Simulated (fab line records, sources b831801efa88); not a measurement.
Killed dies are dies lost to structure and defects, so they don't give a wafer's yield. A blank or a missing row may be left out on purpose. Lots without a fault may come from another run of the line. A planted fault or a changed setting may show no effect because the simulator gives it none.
Chamber matching | flow sky130 | SKY_VIA4_CMP_21 on cmp-02: 4 sister chambers
The step polishes, stops on SiO2, t overpolish 25 s, target thk 0 nm. 4 wafers are shown with their chamber, then 7 later ones without.

WAFERS WITH THEIR CHAMBER
wafer  | chamber | motor_current_A (A)
L578.1 | 1       | 10.9
L578.4 | 2       | 9.1
L582.2 | 3       | 10.4
L582.4 | 0       | 9.6

WAFERS WITHOUT THEIR CHAMBER
wafer  | motor_current_A (A)
L582.5 | 11.0
L583.2 | 10.1
L583.4 | 9.2
L583.6 | 10.9
L586.1 | 10.2
L586.3 | 10.5
L586.4 | 9.9

WHICH CHAMBER EACH WENT THROUGH
wafer  | from the rows above     | in truth
L582.5 | 1                       | 1
L583.2 | can't be placed: 3 or 0 | 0
L583.4 | can't be placed: 2 or 0 | 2
L583.6 | 1                       | 1
L586.1 | 3                       | 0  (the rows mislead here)
L586.3 | can't be placed: 3 or 1 | 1
L586.4 | can't be placed: 0 or 3 | 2
Placed correctly: 2 of 7. Can't be placed from these rows: 4 (the true chamber is among the candidates in 3). Placed wrongly: 1.
How it was worked out, from the rows above alone: a wafer's distance from a chamber is the root of the sum, over the readings, of the square of ((its reading less the chamber's mean) divided by the reading's scatter). The wafer belongs to the nearest chamber; if the next one is less than 2 further off, it can't be placed. A chamber's mean is the mean of its shown wafers. The scatter: with one shown wafer a chamber, the root of the mean of the squares of how far each hidden wafer lies from its nearest shown one.
